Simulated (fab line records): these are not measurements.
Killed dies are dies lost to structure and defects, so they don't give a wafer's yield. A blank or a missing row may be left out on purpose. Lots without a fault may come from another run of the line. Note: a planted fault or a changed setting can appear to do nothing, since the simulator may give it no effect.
fab line records	flow sky130
record lots=7	wafers=21	last_day=51
route steps=708 shown NWELL@66 PWDE@84 VT_ADJUST_HVTP@85 PAD_OPEN@708
lots that met no fault: from a run of the same line without faults
start_h: hours from the record's first day to the start of the lot's first wafer shown	wait_h: time in hours since the lot's previous step	" as in the row above	L1.1+2: a single row standing in for several wafers	- value missing, or start not given	* or withheld: withheld	< > ~ a bound
route shown NAME@n: NAME is a module with steps in the file, n the number in the route of the first one	usual: mean/standard deviation of fault-free wafers	same: alike in all rows	chamber/n: place in a boat	sites: each site's reading	_std_site: the standard deviation of these	_edge_site: the outer-site mean with the inner-site mean subtracted	radius_mm: how far each site lies from the wafer's centre	mask NAME#n: copy n	behind: tool/chamber where the wafer was last shaped	hold: why the lot was held/for how many hours/how that ended	device: which transistor (n, p or np) failed to switch	end of line: the tests these same wafers got at the end of their route	a step with no rows: only its recipe	killed: count of dies lost to structure and defects at first sort (not the wafer's yield)	map: shows each die of a wafer: x if killed, . if not, _ if none is there
set.NAME: the setting that was run; set.NAME@STEP: the one run at that earlier step	model.NAME: the simulator's own value behind a step, which no gauge read
lots at selected steps of the route; one table per step, one row per wafer
services: from which hour (start_h, from the record's first day; less than 0 if before it) a tool's chamber was out of use, for how many hours, and why
## steps
# step SKY_NWELL_IMPLANT_13
# recipe species=P	energy_kev=50	dose_cm2=7e+11	tilt_deg=withheld
# step SKY_NWELL_STRIP_14
# recipe chemistry=O2/N2	power_w=1400	pressure_mtorr=1500	platen_temp_c=withheld	o2_flow_sccm=3000	n2_flow_sccm=300	overash_fraction=0.5
# usual chamber_pressure_mTorr=1499.8/1.5	drypump_motor_current_A=5.5/0.4	o2_flow_sccm=3000/11	oes_product_au=0.723/0.0047	strip_time_to_endpoint_s=36.87/0.12
lot.wafer	tool	chamber	start_h	wait_h	chamber_pressure_mTorr	drypump_motor_current_A	o2_flow_sccm	oes_product_au	rf_hours_counter_h	strip_time_to_endpoint_s
L209.2	plasma_asher-01	1	96.68	0.1	1499.4	5.8	3014	0.717	43	36.79
L209.3	"	1	"	"	1501.1	5.8	3008	0.723	-	36.94
L209.5	"	0	"	"	1498.9	5.0	3003	0.723	-	36.87
L217.1	plasma_asher-03	1	143.06	0.1	1498.5	6.1	3012	0.731	40	36.88
L217.4	"	1	"	"	1501.0	6.1	3003	0.724	-	36.96
L217.5	"	1	"	"	1500.3	6.1	3012	0.715	-	36.91
L222.1	plasma_asher-02	1	174.81	0.1	1501.5	5.1	3007	0.718	38	36.97
L222.2	"	0	"	"	1498.9	5.4	3005	0.723	38	37.02
L222.3	"	1	"	"	1498.4	5.2	2999	0.727	-	36.92
L223.1	plasma_asher-03	0	178.06	0.1	1499.8	5.4	2987	0.716	43	36.78
L223.2	"	1	"	"	1499.3	6.1	2996	0.727	43	36.85
L223.6	"	1	"	"	1498.3	6.1	2993	0.725	-	36.84
L224.1	plasma_asher-03	0	185.08	0.1	1500.4	5.4	2995	0.726	44	36.87
L224.5	"	1	"	"	1499.5	6.1	3017	0.719	-	36.82
L224.6	"	0	"	"	1498.0	5.4	2994	0.709	-	36.80
L225.1	plasma_asher-03	0	192.83	0.1	1502.8	5.4	3016	0.717	44	36.97
L225.2	"	1	"	"	1500.1	6.1	2990	0.724	44	36.87
L225.4	"	0	"	"	1497.7	5.4	3016	0.725	-	36.88
L231.1	plasma_asher-01	1	222.08	0.1	1498.5	5.8	3000	0.722	11	36.88
L231.2	"	0	"	"	1499.3	5.0	2987	0.723	11	36.91
L231.5	"	1	"	"	1500.0	5.8	3007	0.731	-	36.80
# step SKY_NWELL_TW_MEAS_15
# usual NWELL_TW=1828/12
lot.wafer	tool	chamber	start_h	wait_h	NWELL_TW
L209.2	film_metro-02	-	96.79	0.1	1847
L209.3	"	-	"	"	1846
L209.5	"	-	"	"	1861
L217.1	film_metro-02	-	143.16	0.1	1822
L217.4	"	-	"	"	1838
L217.5	"	-	"	"	1829
L222.1	film_metro-03	-	174.91	0.1	1829
L222.2	"	-	"	"	1827
L222.3	"	-	"	"	1834
L223.1	film_metro-03	-	178.16	0.1	1828
L223.2	"	-	"	"	1829
L223.6	"	-	"	"	1823
L224.1	film_metro-03	-	185.18	0.1	1846
L224.5	"	-	"	"	1827
L224.6	"	-	"	"	1831
L225.1	film_metro-03	-	192.93	0.1	1823
L225.2	"	-	"	"	1806
L225.4	"	-	"	"	1816
L231.1	film_metro-03	-	222.18	0.1	1835
L231.2	"	-	"	"	1824
L231.5	"	-	"	"	1828
# step SKY_NWELL_DEHYDRATE_16
# recipe temp_c=200	time_s=60
# step SKY_NWELL_HMDS_17
# recipe prime_time_s=60	prime_temp_c=120
# step SKY_NWELL_COAT_18
# recipe spin_rpm=2000	resist_thk_nm=3000
# step SKY_NWELL_SOFTBAKE_19
# recipe temp_c=110	time_s=withheld
# step SKY_NWELL_EXPOSE_20
# recipe mask_id=NWM_COMPLEMENT	na=0.6	source_shape=conventional	sigma_outer=0.6	polarization=unpolarized	target_cd_nm=840	dose_mj=260
# step SKY_NWELL_PEB_21
# recipe temp_c=115	time_s=withheld
# step SKY_NWELL_DEVELOP_22
# recipe wall_angle_deg=90	developer=TMAH	develop_time_s=60	dev_temp_c=23
# step SKY_NWELL_OVL_MEAS_23
# usual NWELL_01_OVL=0.6/1.2
lot.wafer	tool	chamber	start_h	wait_h	NWELL_01_OVL[nm]
L209.2	overlay-02	-	114.73	-	1.2
L209.3	"	-	"	"	0.6
L209.5	"	-	"	"	1.1
L217.1	overlay-02	-	163.13	-	-1.9
L217.4	"	-	"	"	-1.3
L217.5	"	-	"	"	0.4
L222.1	overlay-02	-	196.99	-	-1.8
L222.2	"	-	"	"	-2.1
L222.3	"	-	"	"	-1.3
L223.1	overlay-01	-	200.09	-	0.2
L223.2	"	-	"	"	-0.7
L223.6	"	-	"	"	0.7
L224.1	overlay-01	-	206.38	-	0.2
L224.5	"	-	"	"	1.0
L224.6	"	-	"	"	1.9
L225.1	overlay-01	-	214.44	-	0.3
L225.2	"	-	"	"	1.1
L225.4	"	-	"	"	-1.3
L231.1	overlay-02	-	244.84	-	0.3
L231.2	"	-	"	"	0.6
L231.5	"	-	"	"	-1.7
# step SKY_NWELL_IMPLANT_24
# recipe species=B	energy_kev=140	dose_cm2=9.2e+12	tilt_deg=withheld
# step SKY_NWELL_STRIP_25
# recipe chemistry=O2/N2	power_w=1400	pressure_mtorr=1500	platen_temp_c=withheld	o2_flow_sccm=3000	n2_flow_sccm=300	overash_fraction=0.5
# usual chamber_pressure_mTorr=1500.0/1.5	drypump_motor_current_A=5.5/0.39	o2_flow_sccm=3000/9.5	oes_product_au=0.722/0.0045	strip_time_to_endpoint_s=36.91/0.1
lot.wafer	tool	chamber	start_h	wait_h	chamber_pressure_mTorr	drypump_motor_current_A	o2_flow_sccm	oes_product_au	rf_hours_counter_h	strip_time_to_endpoint_s	model.coat_of_NWELL_COAT_18.thk_nm
L209.2	plasma_asher-03	1	114.91	0.1	1497.7	6.1	3001	0.723	37	36.97	0
L209.3	"	0	"	"	1500.7	5.4	3017	0.717	-	37.08	0
L209.5	"	0	"	"	1498.8	5.4	3007	0.720	-	36.96	0
L217.1	plasma_asher-02	0	163.31	0.1	1502.1	5.5	3013	0.723	37	36.74	0
L217.4	"	1	"	"	1498.8	5.1	2975	0.715	-	36.74	0
L217.5	"	1	"	"	1501.4	5.1	3005	0.724	-	36.80	0
L222.1	plasma_asher-03	0	197.18	0.1	-	-	-	-	-	-	2996
L222.2	"	1	"	"	-	-	-	-	-	-	2998
L222.3	"	0	"	"	-	-	-	-	-	-	2998
L223.1	plasma_asher-03	1	200.28	0.1	-	-	-	-	-	-	2998
L223.2	"	0	"	"	-	-	-	-	-	-	3003
L223.6	"	0	"	"	-	-	-	-	-	-	2990
L224.1	plasma_asher-03	0	206.56	0.1	-	-	-	-	-	-	3012
L224.5	"	1	"	"	-	-	-	-	-	-	2997
L224.6	"	0	"	"	-	-	-	-	-	-	2986
L225.1	plasma_asher-02	1	214.63	0.1	1502.0	5.2	3013	0.718	41	36.89	0
L225.2	"	0	"	"	1502.2	5.4	3000	0.718	41	36.90	0
L225.4	"	1	"	"	1499.1	5.2	3011	0.718	-	36.90	0
L231.1	plasma_asher-01	1	245.03	0.1	1500.0	5.8	2994	0.718	13	36.78	0
L231.2	"	0	"	"	1501.3	5.0	2998	0.715	13	36.81	0
L231.5	"	0	"	"	1498.1	5.0	2995	0.722	-	36.73	0
# step SKY_NWELL_TW_MEAS_26
# usual NWELL_2_TW=497/3.1
lot.wafer	tool	chamber	start_h	wait_h	NWELL_2_TW
L209.2	film_metro-02	-	115.02	0.1	503
L209.3	"	-	"	"	504
L209.5	"	-	"	"	501
L217.1	film_metro-03	-	163.41	0.1	502
L217.4	"	-	"	"	499
L217.5	"	-	"	"	498
L222.1	film_metro-01	-	197.28	0.1	493
L222.2	"	-	"	"	492
L222.3	"	-	"	"	494
L223.1	film_metro-03	-	200.38	0.1	497
L223.2	"	-	"	"	494
L223.6	"	-	"	"	498
L224.1	film_metro-01	-	206.66	0.1	495
L224.5	"	-	"	"	495
L224.6	"	-	"	"	492
L225.1	film_metro-03	-	214.73	0.1	496
L225.2	"	-	"	"	496
L225.4	"	-	"	"	496
L231.1	film_metro-02	-	245.13	0.1	502
L231.2	"	-	"	"	501
L231.5	"	-	"	"	499
# step SKY_NWELL_CLEAN_27
# recipe chemistry=SC1/SC2	mix=1:4:20	temp_c=70	time_s=150	dry=n2_spin
# step SKY_NWELL_RTA_28
# recipe temp_c=1050	time_s=30	idle_temp_c=650	ramp_up_c_per_s=150	ramp_down_c_per_s=90	ambient=N2
# usual lamp_power_pct=25.30/0.058	wafer_temp_C_max=1054.8/0.96
lot.wafer	tool	chamber	start_h	wait_h	lamp_power_pct	wafer_temp_C_max
L209.2	rtp_anneal-01	0	115.14	0.0	25.39	1053.5
L209.3	"	0	"	"	25.29	1055.3
L209.5	"	0	"	"	25.26	1055.9
L217.1	rtp_anneal-02	0	163.52	0.0	25.26	1055.3
L217.4	"	0	"	"	25.28	1057.0
L217.5	"	0	"	"	25.28	1054.1
L222.1	rtp_anneal-02	0	197.39	0.0	25.22	1054.4
L222.2	"	0	"	"	25.33	1053.8
L222.3	"	0	"	"	25.33	1054.3
L223.1	rtp_anneal-01	0	200.49	0.0	25.40	1055.6
L223.2	"	0	"	"	25.31	1054.2
L223.6	"	0	"	"	25.33	1053.1
L224.1	rtp_anneal-01	0	206.77	0.0	25.29	1054.1
L224.5	"	0	"	"	25.35	1054.6
L224.6	"	0	"	"	25.32	1055.6
L225.1	rtp_anneal-02	0	214.84	0.0	25.20	1055.3
L225.2	"	0	"	"	25.30	1054.8
L225.4	"	0	"	"	25.17	1056.1
L231.1	rtp_anneal-01	0	245.24	0.0	25.42	1054.6
L231.2	"	0	"	"	25.30	1054.2
L231.5	"	0	"	"	25.25	1056.1
# step SKY_NWELL_RS_MEAS_29
# recipe thk_meas_gauge=four-point-probe
# usual NWELL_RS=624.2/1.9
lot.wafer	tool	chamber	start_h	wait_h	NWELL_RS[ohm/sq]
L209.2	film_metro-03	-	115.24	0.1	625.6
L209.3	"	-	"	"	625.7
L209.5	"	-	"	"	625.3
L217.1	film_metro-01	-	163.62	0.1	623.7
L217.4	"	-	"	"	623.2
L217.5	"	-	"	"	622.6
L222.1	film_metro-01	-	197.49	0.1	624.0
L222.2	"	-	"	"	623.6
L222.3	"	-	"	"	621.5
L223.1	film_metro-02	-	200.60	0.1	623.7
L223.2	"	-	"	"	624.9
L223.6	"	-	"	"	623.8
L224.1	film_metro-02	-	206.87	0.1	623.7
L224.5	"	-	"	"	622.9
L224.6	"	-	"	"	624.8
L225.1	film_metro-02	-	214.94	0.1	623.6
L225.2	"	-	"	"	623.2
L225.4	"	-	"	"	623.8
L231.1	film_metro-03	-	245.34	0.1	622.0
L231.2	"	-	"	"	625.1
L231.5	"	-	"	"	623.2
# step SKY_NWELL_RS_MEAS_31
# recipe thk_meas_gauge=four-point-probe
# usual PWDE_RS=5274/16
lot.wafer	tool	chamber	start_h	wait_h	PWDE_RS[ohm/sq]
L209.2	film_metro-03	-	115.48	0.1	5270
L209.3	"	-	"	"	5296
L209.5	"	-	"	"	5293
L217.1	film_metro-01	-	163.86	0.1	5249
L217.4	"	-	"	"	5233
L217.5	"	-	"	"	5276
L222.1	film_metro-01	-	197.73	0.1	5284
L222.2	"	-	"	"	5299
L222.3	"	-	"	"	5272
L223.1	film_metro-02	-	200.84	0.1	5260
L223.2	"	-	"	"	5270
L223.6	"	-	"	"	5257
L224.1	film_metro-02	-	207.11	0.1	5279
L224.5	"	-	"	"	5291
L224.6	"	-	"	"	5282
L225.1	film_metro-02	-	215.18	0.1	5288
L225.2	"	-	"	"	5274
L225.4	"	-	"	"	5280
L231.1	film_metro-03	-	245.58	0.1	5302
L231.2	"	-	"	"	5295
L231.5	"	-	"	"	5287
# step SKY_VT_ADJUST_HVTP_DEHYDRATE_00
# recipe temp_c=200	time_s=60
# step SKY_VT_ADJUST_HVTP_HMDS_01
# recipe prime_time_s=60	prime_temp_c=120
# step SKY_VT_ADJUST_HVTP_COAT_02
# recipe resist=NOVOLAK	spin_rpm=3000	resist_thk_nm=1140
# step SKY_VT_ADJUST_HVTP_SOFTBAKE_03
# recipe temp_c=90	time_s=60	resist=NOVOLAK
# step SKY_VT_ADJUST_HVTP_EXPOSE_04
# recipe mask_id=HVTPM	na=0.6	source_shape=conventional	sigma_outer=0.6	polarization=unpolarized	target_cd_nm=380	dose_mj=140
# step SKY_VT_ADJUST_HVTP_PEB_05
# recipe temp_c=withheld	time_s=*	resist=NOVOLAK
# step SKY_VT_ADJUST_HVTP_DEVELOP_06
# recipe resist=NOVOLAK	developer=TMAH	develop_time_s=60	dev_temp_c=23
# step SKY_VT_ADJUST_HVTP_CD_MEAS_07
# recipe target_cd_nm=380
# usual cd_nm=380.5/2.6
lot.wafer	tool	chamber	start_h	wait_h	cd_nm
L209.2	cd_sem-01	-	134.94	0.1	385.7
L209.3	"	-	"	"	384.6
L209.5	"	-	"	"	386.7
L217.1	cd_sem-01	-	185.69	0.1	384.7
L217.4	"	-	"	"	382.7
L217.5	"	-	"	"	383.9
L222.1	cd_sem-02	-	220.23	0.1	379.6
L222.2	"	-	"	"	379.4
L222.3	"	-	"	"	379.1
L223.1	cd_sem-02	-	222.59	0.1	381.3
L223.2	"	-	"	"	379.7
L223.6	"	-	"	"	379.8
L224.1	cd_sem-01	-	229.73	0.1	379.8
L224.5	"	-	"	"	376.6
L224.6	"	-	"	"	375.0
L225.1	cd_sem-02	-	237.97	0.1	385.2
L225.2	"	-	"	"	383.6
L225.4	"	-	"	"	384.0
L231.1	cd_sem-01	-	269.09	0.1	380.7
L231.2	"	-	"	"	381.0
L231.5	"	-	"	"	379.5
# step SKY_VT_ADJUST_HVTP_OVL_MEAS_08
# usual VT_ADJUST_HVTP_OVL=-0.8/1.3
lot.wafer	tool	chamber	start_h	wait_h	VT_ADJUST_HVTP_OVL[nm]
L209.2	overlay-02	-	135.04	0.1	-0.4
L209.3	"	-	"	"	-0.7
L209.5	"	-	"	"	0.3
L217.1	overlay-01	-	185.81	0.1	1.7
L217.4	"	-	"	"	-0.2
L217.5	"	-	"	"	0.9
L222.1	overlay-02	-	220.35	0.1	-0.7
L222.2	"	-	"	"	0.8
L222.3	"	-	"	"	-0.4
L223.1	overlay-01	-	222.71	0.1	0.5
L223.2	"	-	"	"	-0.6
L223.6	"	-	"	"	-0.2
L224.1	overlay-01	-	229.85	0.1	-3.9
L224.5	"	-	"	"	-2.5
L224.6	"	-	"	"	-2.3
L225.1	overlay-02	-	238.09	0.1	0.7
L225.2	"	-	"	"	0.4
L225.4	"	-	"	"	1.2
L231.1	overlay-02	-	269.21	0.1	-0.2
L231.2	"	-	"	"	0.7
L231.5	"	-	"	"	0.1
# step SKY_VT_ADJUST_HVTP_IMPLANT_09
# recipe species=As	energy_kev=150	dose_cm2=4.3e+12	tilt_deg=withheld
# step SKY_VT_ADJUST_HVTP_STRIP_10
# recipe chemistry=O2/N2	power_w=1400	pressure_mtorr=1500	platen_temp_c=withheld	o2_flow_sccm=3000	n2_flow_sccm=300	overash_fraction=0.5
# usual chamber_pressure_mTorr=1500.0/1.6	drypump_motor_current_A=5.8/0.46	o2_flow_sccm=3001/9	oes_product_au=0.716/0.0048	strip_time_to_endpoint_s=14.15/0.04
lot.wafer	tool	chamber	start_h	wait_h	chamber_pressure_mTorr	drypump_motor_current_A	o2_flow_sccm	oes_product_au	rf_hours_counter_h	strip_time_to_endpoint_s
L209.2	plasma_asher-03	1	135.22	0.1	1500.8	6.2	2988	0.720	39	14.18
L209.3	"	0	"	"	1497.1	5.4	2994	0.711	-	14.21
L209.5	"	1	"	"	1500.3	6.1	3003	0.716	-	14.17
L217.1	plasma_asher-02	0	186.00	0.1	1498.6	5.5	3007	0.722	39	14.05
L217.4	"	1	"	"	1500.8	5.2	3002	0.715	-	14.08
L217.5	"	0	"	"	1498.7	5.5	3002	0.721	-	14.10
L222.1	plasma_asher-04	1	220.53	0.1	1500.6	6.1	3005	0.732	51	58.66
L222.2	"	0	"	"	1502.0	6.4	3010	0.733	51	58.68
L222.3	"	0	"	"	1500.0	6.4	3008	0.728	-	58.66
L223.1	plasma_asher-02	1	222.90	0.1	1503.2	5.2	2989	0.731	42	58.69
L223.2	"	0	"	"	1498.8	5.4	3004	0.721	42	58.75
L223.6	"	0	"	"	1497.5	5.4	3009	0.726	-	58.57
L224.1	plasma_asher-03	0	230.03	0.1	1499.4	5.4	2991	0.725	49	58.92
L224.5	"	0	"	"	1501.5	5.4	2997	0.738	-	58.70
L224.6	"	1	"	"	1498.6	6.1	3009	0.735	-	58.57
L225.1	plasma_asher-03	1	238.27	0.1	1499.3	6.1	3005	0.711	49	14.17
L225.2	"	0	"	"	1495.9	5.4	3005	0.708	49	14.21
L225.4	"	0	"	"	1499.1	5.4	2998	0.719	-	14.15
L231.1	plasma_asher-02	0	269.40	0.1	1499.9	5.5	3003	0.709	46	14.17
L231.2	"	1	"	"	1499.9	5.2	3000	0.718	46	14.16
L231.5	"	0	"	"	1496.0	5.5	3000	0.722	-	14.12
# step SKY_VT_ADJUST_HVTP_TW_MEAS_11
# usual VT_ADJUST_HVTP_TW=1351/13
lot.wafer	tool	chamber	start_h	wait_h	hold	VT_ADJUST_HVTP_TW
L209.2	film_metro-02	-	135.33	0.1	-	1362
L209.3	"	-	"	"	-	1360
L209.5	"	-	"	"	-	1360
L217.1	film_metro-04	-	186.10	0.1	-	1337
L217.4	"	-	"	"	-	1345
L217.5	"	-	"	"	-	1335
L222.1	film_metro-04	-	220.63	0.1	await_dispo/0.2h/release	29
L222.2	"	-	"	"	await_dispo/0.2h/release	29
L222.3	"	-	"	"	await_dispo/0.2h/release	29
L222.1	film_metro-04	-	220.86	0.2	-	29
L222.2	"	-	"	"	-	29
L222.3	"	-	"	"	-	29
L223.1	film_metro-04	-	223.00	0.1	await_dispo/0.2h/release	29
L223.2	"	-	"	"	await_dispo/0.2h/release	29
L223.6	"	-	"	"	await_dispo/0.2h/release	29
L223.1	film_metro-04	-	223.23	0.2	-	29
L223.2	"	-	"	"	-	29
L223.6	"	-	"	"	-	29
L224.1	film_metro-04	-	230.18	0.1	await_dispo/0.2h/release	29
L224.5	"	-	"	"	await_dispo/0.2h/release	29
L224.6	"	-	"	"	await_dispo/0.2h/release	29
L224.1	film_metro-04	-	230.41	0.2	-	29
L224.5	"	-	"	"	-	29
L224.6	"	-	"	"	-	29
L225.1	film_metro-02	-	238.37	0.1	-	1362
L225.2	"	-	"	"	-	1366
L225.4	"	-	"	"	-	1365
L231.1	film_metro-02	-	269.50	0.1	-	1359
L231.2	"	-	"	"	-	1360
L231.5	"	-	"	"	-	1361
# step SKY_PAD_OPEN_PROBE_99
# usual defect_limited_yield=82.7/1.9	killed_at_M0_to_M3=44/7.2	killed_at_M4_up=2.9/1.8	killed_at_contacts=24/5.2	killed_at_front_end=15/4	killed_at_other=0.2/0.49	killed_dies=85/9.1	killed_open=47/6.8	killed_short=38/5.7	sort_bin_3_pad_short=0.9/0.44	sort_bin_5_function=10.3/1.4	sort_bin_6_memory=6.2/1.1	sort_n_pass=407/9.1	sort_yield_pct=82.7/1.9
# same gross_dies=492	killed_at_back_side=0	sort_bin_4_leakage[%]=0	sort_bin_8_speed[%]=0
lot.wafer	tool	chamber	start_h	wait_h	defect_limited_yield[%]	killed_at_M0_to_M3	killed_at_M4_up	killed_at_contacts	killed_at_front_end	killed_at_other	killed_dies	killed_open	killed_short	sort_bin_3_pad_short[%]	sort_bin_5_function[%]	sort_bin_6_memory[%]	sort_n_pass	sort_yield_pct[%]
L225.1	prober-01	-	1195.17	0.1	82.1	43	7	29	8	1	88	42	46	1.4	10.4	6.1	404	82.1
L225.2	prober-01	-	1195.22	0.1	85.4	34	2	15	21	0	72	45	27	0.6	8.5	5.5	420	85.4
L225.4	prober-01	-	1195.32	0.2	85.6	42	3	13	13	0	71	40	31	0.4	9.3	4.7	421	85.6
L231.1	prober-01	-	1213.78	0.1	82.5	47	6	22	10	1	86	46	40	0.6	10.0	6.9	406	82.5
L231.2	prober-01	-	1213.83	0.1	80.3	50	4	30	13	0	97	48	49	1.0	11.2	7.5	395	80.3
L231.5	prober-01	-	1213.98	0.2	80.7	52	7	24	12	0	95	59	36	1.4	12.4	5.5	397	80.7
# killed by level:class
L225.1 CONTACT:geometric_particle:open=10 VIA1:geometric_particle:open=8 VIA3:geometric_particle:open=8 CONTACT:geometric_particle:short=7 LOCAL_INTERCONNECT:geometric_particle:short=6 METAL2:geometric_particle:short=5 METAL1:geometric_particle:short=5 VIA2:geometric_particle:open=5
L225.2 CONTACT:geometric_particle:open=10 VIA3:geometric_particle:open=8 POLY_GATE:geometric_particle:open=7 FIELD_ISO:geometric_particle:short=6 VIA1:geometric_particle:open=6 VIA2:geometric_particle:open=5 FIELD_ISO:geometric_particle:open=4 LOCAL_INTERCONNECT:geometric_particle:short=4
L225.4 VIA3:geometric_particle:open=11 VIA1:geometric_particle:open=9 FIELD_ISO:geometric_particle:short=7 VIA2:geometric_particle:open=7 METAL2:geometric_particle:short=7 CONTACT:geometric_particle:open=6 METAL1:geometric_particle:short=4 METAL4:geometric_particle:short=3
L231.1 CONTACT:geometric_particle:open=9 VIA1:geometric_particle:open=9 VIA3:geometric_particle:open=9 METAL2:geometric_particle:short=7 CONTACT:geometric_particle:short=6 VIA1:geometric_particle:short=4 POLY_GATE:geometric_particle:short=4 METAL1:geometric_particle:short=4
L231.2 CONTACT:geometric_particle:open=14 VIA2:geometric_particle:open=8 METAL2:geometric_particle:short=8 CONTACT:geometric_particle:short=7 METAL1:geometric_particle:short=6 VIA1:geometric_particle:open=6 FIELD_ISO:geometric_particle:open=5 VIA1:geometric_particle:short=5
L231.5 CONTACT:geometric_particle:open=12 VIA1:geometric_particle:open=9 VIA3:geometric_particle:open=8 METAL1:geometric_particle:short=7 VIA2:geometric_particle:open=6 METAL2:geometric_particle:short=6 LI_CONTACT:geometric_particle:open=5 METAL4:geometric_particle:short=4
## services
tool	chamber	start_h	hours	kind
rtp_anneal-01	-	85.51	4.8	pm
plasma_asher-01	-	108.75	9.0	pm
plasma_asher-01	0	108.75	9.0	vent_cycle
plasma_asher-01	1	108.75	9.0	vent_cycle
plasma_asher-01	0	117.75	-	clean
plasma_asher-01	1	117.75	-	clean
plasma_asher-02	-	181.92	0.7	repair
plasma_asher-02	-	197.13	12.9	repair
rtp_anneal-02	-	239.91	1.0	pm
rtp_anneal-02	-	243.70	2.2	repair
## key
first_sign step=SKY_NWELL_STRIP_25	reading=tool_record	direction=missing
effect step=SKY_VT_ADJUST_HVTP_STRIP_10	reading=strip_time_to_endpoint_s	direction=up	sigmas=99+	usual=*	struck=*
effect step=SKY_VT_ADJUST_HVTP_TW_MEAS_11	reading=visit	direction=added
effect step=SKY_VT_ADJUST_HVTP_TW_MEAS_11	reading=VT_ADJUST_HVTP_TW	direction=down	sigmas=99+	usual=1351	struck=29
model_effect step=SKY_NWELL_STRIP_25	value=coat_of_NWELL_COAT_18.thk_nm	without=0	struck=2998
met_at SKY_NWELL_STRIP_25
struck_wafers L222.1,L222.2,L222.3,L223.1,L223.2,L223.6,L224.1,L224.5,L224.6
scrapped_behind SKY_VT_ADJUST_HVTP_TW_MEAS_11 L222.1,L222.2,L222.3,L223.1,L223.2,L223.6,L224.1,L224.5,L224.6
onset_between 114.91 197.18
fault kind=skipped_step_whole	tool=plasma_asher-03	chamber=-	onset_h=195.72	steps=SKY_NWELL_STRIP_25	scope=struck_lots_only
